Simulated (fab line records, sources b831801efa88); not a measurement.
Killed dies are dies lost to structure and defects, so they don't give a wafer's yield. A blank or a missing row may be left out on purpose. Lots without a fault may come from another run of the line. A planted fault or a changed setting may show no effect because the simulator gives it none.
Which tool did it? | flow gf180mcu | 24 lots, 72 wafers sampled, at 6 steps of a route of 602

WHAT THE GAUGES READ, wafer by wafer
GF_V4_THK_MEAS_25: measures by xrf.
lot  | measured     | on            | V4_W_THK (nm)
L074 | day 24 17:21 | film_metro-04 | 360 366 348
L075 | day 24 17:22 | film_metro-01 | 351 350 363
L076 | day 25 02:32 | film_metro-04 | 355 366 353
L077 | day 25 11:11 | film_metro-04 | 354 368 365
L078 | day 25 19:28 | film_metro-02 | 355 352 348
L080 | day 26 15:24 | film_metro-02 | 354 359 356
L079 | day 26 17:17 | film_metro-02 | 365 361 359
L081 | day 27 00:04 | film_metro-04 | 361 350 366
L082 | day 27 04:14 | film_metro-02 | 345 344 344
L083 | day 27 19:25 | film_metro-01 | 366 366 358
L084 | day 28 02:07 | film_metro-04 | 357 353 366
L085 | day 28 09:11 | film_metro-01 | 358 358 358
L086 | day 28 15:08 | film_metro-04 | 367 359 370
L087 | day 29 00:33 | film_metro-01 | 354 367 355
L088 | day 29 02:08 | film_metro-04 | 359 361 365
L089 | day 29 14:04 | film_metro-04 | 354 360 359
L090 | day 30 00:04 | film_metro-02 | 351 357 353
L091 | day 30 05:51 | film_metro-01 | 360 357 350
L092 | day 30 10:35 | film_metro-01 | 343 354 363
L094 | day 30 15:06 | film_metro-01 | 359 354 366
L093 | day 30 20:23 | film_metro-01 | 359 347 360
L095 | day 31 01:19 | film_metro-02 | 359 348 357
L096 | day 31 09:37 | film_metro-04 | 358 359 372
L097 | day 31 11:56 | film_metro-04 | 363 362 367

GF_PASSIVATION_BOW_MEAS_14.
lot  | measured     | on            | PASSIVATION_BOW (um)
L074 | day 29 06:41 | film_metro-02 | 151 138 141
L075 | day 29 08:11 | film_metro-04 | 141 145 146
L076 | day 29 15:05 | film_metro-02 | 127 122 126
L077 | day 29 22:28 | film_metro-04 | 129 152 139
L078 | day 30 05:42 | film_metro-04 | 141 154 154
L080 | day 30 23:26 | film_metro-01 | 132 129 130
L079 | day 31 00:55 | film_metro-02 | 129 139 132
L081 | day 31 07:21 | film_metro-02 | 126 140 146
L082 | day 31 09:43 | film_metro-01 | 141 138 137
L083 | day 32 00:04 | film_metro-02 | 147 150 160
L084 | day 32 03:52 | film_metro-02 | 136 134 137
L085 | day 32 12:07 | film_metro-01 | 140 131 120
L086 | day 32 16:56 | film_metro-02 | 117 125 119
L087 | day 33 00:57 | film_metro-01 | 134 117 123
L088 | day 33 02:29 | film_metro-01 | 149 145 143
L089 | day 33 12:40 | film_metro-02 | 129 134 143
L090 | day 33 22:11 | film_metro-02 | 143 140 155
L091 | day 34 02:16 | film_metro-02 | 136 137 128
L092 | day 34 06:19 | film_metro-01 | 122 125 122
L094 | day 34 10:10 | film_metro-02 | 150 133 148
L093 | day 34 13:29 | film_metro-01 | 149 138 153
L095 | day 34 17:05 | film_metro-04 | 134 124 131
L096 | day 35 01:17 | film_metro-02 | 139 147 145
L097 | day 35 03:05 | film_metro-04 | 143 134 128

WHICH TOOL RAN EACH LOT (tool, then ch and the chambers of the sampled wafers, then the start)
lot  | GF_M4_SPUTTER_02             | GF_V4_CMP_04                  | GF_V4_STRIP_18                       | GF_PASSIVATION_STRIP_12
L074 | pvd_sputter-04, day 22 15:41 | cmp-02 ch 0,1, day 23 16:00   | plasma_asher-01 ch 0,1, day 24 15:03 | plasma_asher-03 ch 0,1, day 29 05:04
L075 | pvd_sputter-04, day 22 17:42 | cmp-02 ch 1,2,3, day 23 17:47 | plasma_asher-01 ch 0,1, day 24 16:29 | plasma_asher-01 ch 0,1, day 29 06:29
L076 | pvd_sputter-03, day 23 03:16 | cmp-02 ch 0,1, day 24 02:50   | plasma_asher-04 ch 0,1, day 25 01:39 | plasma_asher-02 ch 0,1, day 29 13:29
L077 | pvd_sputter-03, day 23 11:04 | cmp-02 ch 1,2,3, day 24 11:45 | plasma_asher-03 ch 0,1, day 25 10:18 | plasma_asher-02 ch 0,1, day 29 20:52
L078 | pvd_sputter-04, day 23 20:51 | cmp-02 ch 0,2, day 24 20:17   | plasma_asher-01 ch 0, day 25 18:34   | plasma_asher-02 ch 1, day 30 04:05
L080 | pvd_sputter-04, day 24 18:08 | cmp-02 ch 0,2,3, day 25 16:52 | plasma_asher-01 ch 0,1, day 26 14:33 | plasma_asher-03 ch 0,1, day 30 21:50
L079 | pvd_sputter-01, day 24 19:44 | cmp-01 ch 0,3, day 25 18:41   | plasma_asher-04 ch 0,1, day 26 16:25 | plasma_asher-03 ch 0,1, day 30 22:45
L081 | pvd_sputter-04, day 25 03:21 | cmp-01 ch 2,3, day 26 02:05   | plasma_asher-03 ch 0,1, day 26 23:13 | plasma_asher-02 ch 0,1, day 31 05:45
L082 | pvd_sputter-01, day 25 07:20 | cmp-02 ch 0,2, day 26 05:53   | plasma_asher-03 ch 1, day 27 03:22   | plasma_asher-02 ch 0,1, day 31 08:06
L083 | pvd_sputter-04, day 25 23:44 | cmp-02 ch 1,2,3, day 26 21:56 | plasma_asher-03 ch 0,1, day 27 18:30 | plasma_asher-02 ch 0,1, day 31 22:27
L084 | pvd_sputter-01, day 26 07:25 | cmp-02 ch 0,1,3, day 27 04:58 | plasma_asher-04 ch 0,1, day 28 01:15 | plasma_asher-02 ch 0,1, day 32 02:16
L085 | pvd_sputter-01, day 26 14:26 | cmp-01 ch 0,1,2, day 27 11:53 | plasma_asher-01 ch 0,1, day 28 08:20 | plasma_asher-01 ch 0, day 32 10:31
L086 | pvd_sputter-03, day 26 19:59 | cmp-02 ch 0,3, day 27 17:18   | plasma_asher-03 ch 0,1, day 28 14:08 | plasma_asher-02 ch 0,1, day 32 15:20
L087 | pvd_sputter-01, day 27 06:52 | cmp-02 ch 0,1, day 28 03:49   | plasma_asher-01 ch 0,1, day 28 23:34 | plasma_asher-01 ch 0,1, day 32 23:21
L088 | pvd_sputter-03, day 27 08:20 | cmp-02 ch 0,2,3, day 28 05:27 | plasma_asher-01 ch 0,1, day 29 00:56 | plasma_asher-02 ch 0,1, day 33 00:32
L089 | pvd_sputter-03, day 27 20:14 | cmp-01 ch 0,3, day 28 17:19   | plasma_asher-04 ch 0,1, day 29 13:10 | plasma_asher-03 ch 0,1, day 33 11:04
L090 | pvd_sputter-04, day 28 06:50 | cmp-01 ch 0,3, day 29 03:35   | plasma_asher-04 ch 0,1, day 29 23:13 | plasma_asher-01 ch 0,1, day 33 20:35
L091 | pvd_sputter-04, day 28 12:48 | cmp-01 ch 1,2,3, day 29 09:29 | plasma_asher-04 ch 0,1, day 30 04:59 | plasma_asher-03 ch 0,1, day 34 00:38
L092 | pvd_sputter-01, day 28 18:12 | cmp-02 ch 1,2, day 29 14:38   | plasma_asher-01 ch 0,1, day 30 09:44 | plasma_asher-01 ch 0,1, day 34 04:43
L094 | pvd_sputter-01, day 28 23:11 | cmp-02 ch 0,3, day 29 19:13   | plasma_asher-01 ch 0,1, day 30 14:14 | plasma_asher-03 ch 0,1, day 34 08:33
L093 | pvd_sputter-04, day 29 04:19 | cmp-02 ch 1,2, day 30 00:05   | plasma_asher-04 ch 0,1, day 30 19:29 | plasma_asher-01 ch 0,1, day 34 11:53
L095 | pvd_sputter-04, day 29 09:52 | cmp-02 ch 1,2,3, day 30 05:44 | plasma_asher-03 ch 0,1, day 31 00:24 | plasma_asher-02 ch 0,1, day 34 15:28
L096 | pvd_sputter-01, day 29 18:05 | cmp-02 ch 0,3, day 30 14:01   | plasma_asher-03 ch 0,1, day 31 08:45 | plasma_asher-02 ch 0,1, day 34 23:41
L097 | pvd_sputter-03, day 29 21:29 | cmp-02 ch 0,1,2, day 30 16:17 | plasma_asher-03 ch 0,1, day 31 10:58 | plasma_asher-01 ch 1, day 35 01:30
- GF_M4_SPUTTER_02: material AlCu, target thk 450 nm, time 23.9 s.
- GF_V4_CMP_04: polishes SiO2.
- GF_V4_STRIP_18: strips in O2/N2.
- GF_PASSIVATION_STRIP_12: strips in O2/N2.

WHAT THE TOOLS THEMSELVES READ (means of the sampled wafers that have a number; where no wafer has one, the mark that the record gives instead)
GF_M4_SPUTTER_02.
lot  | tool           | throttle_valve_pct (%)
L074 | pvd_sputter-04 | 30.7
L075 | pvd_sputter-04 | 30.8
L076 | pvd_sputter-03 | 30.5
L077 | pvd_sputter-03 | 30.5
L078 | pvd_sputter-04 | 30.7
L080 | pvd_sputter-04 | 30.8
L079 | pvd_sputter-01 | 30.7
L081 | pvd_sputter-04 | 31.1
L082 | pvd_sputter-01 | 32.2
L083 | pvd_sputter-04 | 30.9
L084 | pvd_sputter-01 | 30.5
L085 | pvd_sputter-01 | 31.4
L086 | pvd_sputter-03 | 29.7
L087 | pvd_sputter-01 | 30.7
L088 | pvd_sputter-03 | 29.7
L089 | pvd_sputter-03 | 30.3
L090 | pvd_sputter-04 | 30.8
L091 | pvd_sputter-04 | 30.8
L092 | pvd_sputter-01 | 32.0
L094 | pvd_sputter-01 | 31.3
L093 | pvd_sputter-04 | 30.9
L095 | pvd_sputter-04 | 30.9
L096 | pvd_sputter-01 | 32.0
L097 | pvd_sputter-03 | 31.2

GF_V4_CMP_04.
lot  | tool   | edge_zone_pressure_frac | motor_current_A (A) | time_to_endpoint_s (s)
L074 | cmp-02 | 0.997                   | 12.7                | 80
L075 | cmp-02 | 1.003                   | 11.5                | 82
L076 | cmp-02 | 1.002                   | 12.7                | 78
L077 | cmp-02 | 0.998                   | 11.2                | 86
L078 | cmp-02 | 0.999                   | 12.2                | 81
L080 | cmp-02 | 1.001                   | 12.5                | 77
L079 | cmp-01 | 1.005                   | 12.5                | 83
L081 | cmp-01 | 0.996                   | 12.3                | 78
L082 | cmp-02 | 1.000                   | 12.9                | 79
L083 | cmp-02 | 1.002                   | 11.3                | 84
L084 | cmp-02 | 1.001                   | 12.2                | 82
L085 | cmp-01 | 0.998                   | 11.4                | 85
L086 | cmp-02 | 1.000                   | 13.3                | 78
L087 | cmp-02 | 1.000                   | 12.9                | 82
L088 | cmp-02 | 1.004                   | 12.5                | 80
L089 | cmp-01 | 0.998                   | 12.6                | 82
L090 | cmp-01 | 0.997                   | 12.7                | 79
L091 | cmp-01 | 0.998                   | 12.8                | 85
L092 | cmp-02 | 0.996                   | 11.0                | 85
L094 | cmp-02 | 0.997                   | 13.7                | 81
L093 | cmp-02 | 1.008                   | 10.4                | 89
L095 | cmp-02 | 1.000                   | 11.3                | 84
L096 | cmp-02 | 1.000                   | 13.2                | 81
L097 | cmp-02 | 1.001                   | 11.8                | 81

GF_V4_STRIP_18.
lot  | tool            | drypump_motor_current_A (A) | heater_power_w (W) | oes_product_au (a.u.)
L074 | plasma_asher-01 | 5.8                         | 347                | 0.593
L075 | plasma_asher-01 | 5.8                         | 347                | 0.592
L076 | plasma_asher-04 | 5.8                         | 407                | 0.588
L077 | plasma_asher-03 | 5.6                         | 323                | 0.598
L078 | plasma_asher-01 | 6.1                         | 351                | 0.592
L080 | plasma_asher-01 | 5.9                         | 346                | 0.593
L079 | plasma_asher-04 | 5.8                         | 414                | 0.594
L081 | plasma_asher-03 | 5.1                         | 314                | 0.588
L082 | plasma_asher-03 | 4.7                         | 307                | 0.598
L083 | plasma_asher-03 | 5.1                         | 314                | 0.595
L084 | plasma_asher-04 | 5.8                         | 409                | 0.596
L085 | plasma_asher-01 | 5.8                         | 350                | 0.591
L086 | plasma_asher-03 | 5.5                         | 329                | 0.594
L087 | plasma_asher-01 | 5.9                         | 341                | 0.594
L088 | plasma_asher-01 | 5.9                         | 343                | 0.592
L089 | plasma_asher-04 | 5.8                         | 411                | 0.595
L090 | plasma_asher-04 | 5.3                         | 395                | 0.595
L091 | plasma_asher-04 | 5.3                         | 393                | 0.588
L092 | plasma_asher-01 | 5.8                         | 346                | 0.593
L094 | plasma_asher-01 | 5.8                         | 343                | 0.590
L093 | plasma_asher-04 | 5.8                         | 412                | 0.587
L095 | plasma_asher-03 | 5.5                         | 332                | 0.594
L096 | plasma_asher-03 | 5.1                         | 315                | 0.595
L097 | plasma_asher-03 | 5.5                         | 330                | 0.596

GF_PASSIVATION_STRIP_12.
lot  | tool            | drypump_motor_current_A (A) | heater_power_w (W) | oes_product_au (a.u.) | strip_time_to_endpoint_s (s)
L074 | plasma_asher-03 | 5.1                         | 320                | 0.717                 | 32.77
L075 | plasma_asher-01 | 6.0                         | 347                | 0.721                 | 33.23
L076 | plasma_asher-02 | 5.5                         | 360                | 0.720                 | 33.23
L077 | plasma_asher-02 | 5.4                         | 358                | 0.722                 | 32.85
L078 | plasma_asher-02 | 5.1                         | 345                | 0.715                 | 32.58
L080 | plasma_asher-03 | 5.5                         | 332                | 0.715                 | 33.13
L079 | plasma_asher-03 | 5.5                         | 326                | 0.720                 | 32.89
L081 | plasma_asher-02 | 5.4                         | 364                | 0.718                 | 33.07
L082 | plasma_asher-02 | 5.8                         | 380                | 0.720                 | 33.06
L083 | plasma_asher-02 | 5.8                         | 371                | 0.718                 | 32.92
L084 | plasma_asher-02 | 5.4                         | 352                | 0.719                 | 32.65
L085 | plasma_asher-01 | 6.1                         | 350                | 0.722                 | 33.20
L086 | plasma_asher-02 | 5.4                         | 360                | 0.718                 | 33.05
L087 | plasma_asher-01 | 6.0                         | 347                | 0.721                 | 33.06
L088 | plasma_asher-02 | 5.8                         | 377                | 0.717                 | 33.26
L089 | plasma_asher-03 | 5.5                         | 330                | 0.723                 | 33.18
L090 | plasma_asher-01 | 5.9                         | 343                | 0.716                 | 33.06
L091 | plasma_asher-03 | 5.5                         | 328                | 0.718                 | 32.87
L092 | plasma_asher-01 | 5.8                         | 349                | 0.724                 | 33.28
L094 | plasma_asher-03 | 5.5                         | 328                | 0.721                 | 33.13
L093 | plasma_asher-01 | 5.9                         | 348                | 0.714                 | 32.93
L095 | plasma_asher-02 | 5.5                         | 363                | 0.719                 | 32.94
L096 | plasma_asher-02 | 5.5                         | 351                | 0.720                 | 33.20
L097 | plasma_asher-01 | 5.7                         | 343                | 0.719                 | 33.10

THE ANSWER, worked out from the rows above alone
Rule: what is usual is taken from the lots themselves. Put in order of their means at a reading, lots are off if they are a third of the lots or fewer, leave a main group of 4 or more, and stand apart from it by a gap of 3 or more times the standard deviation of the main group's means; of several such gaps the widest counts. A main group whose means are all the same, to the digits that the tables above print for the reading, isn't used. A lot without any number at a reading at which 4 lots or more have one is off too. The other lots that the step has rows for count as sound. The gauges are gone through in route order, then the tools' own readings, and for those a lot's mean is taken as printed above. The first step at which some lot is off is used, and at that step the reading that is off furthest; a lot without a number counts as furthest.
No lot is off at any reading shown: from this, nothing can be told.

WHAT THE SIMULATOR HAD PUT IN
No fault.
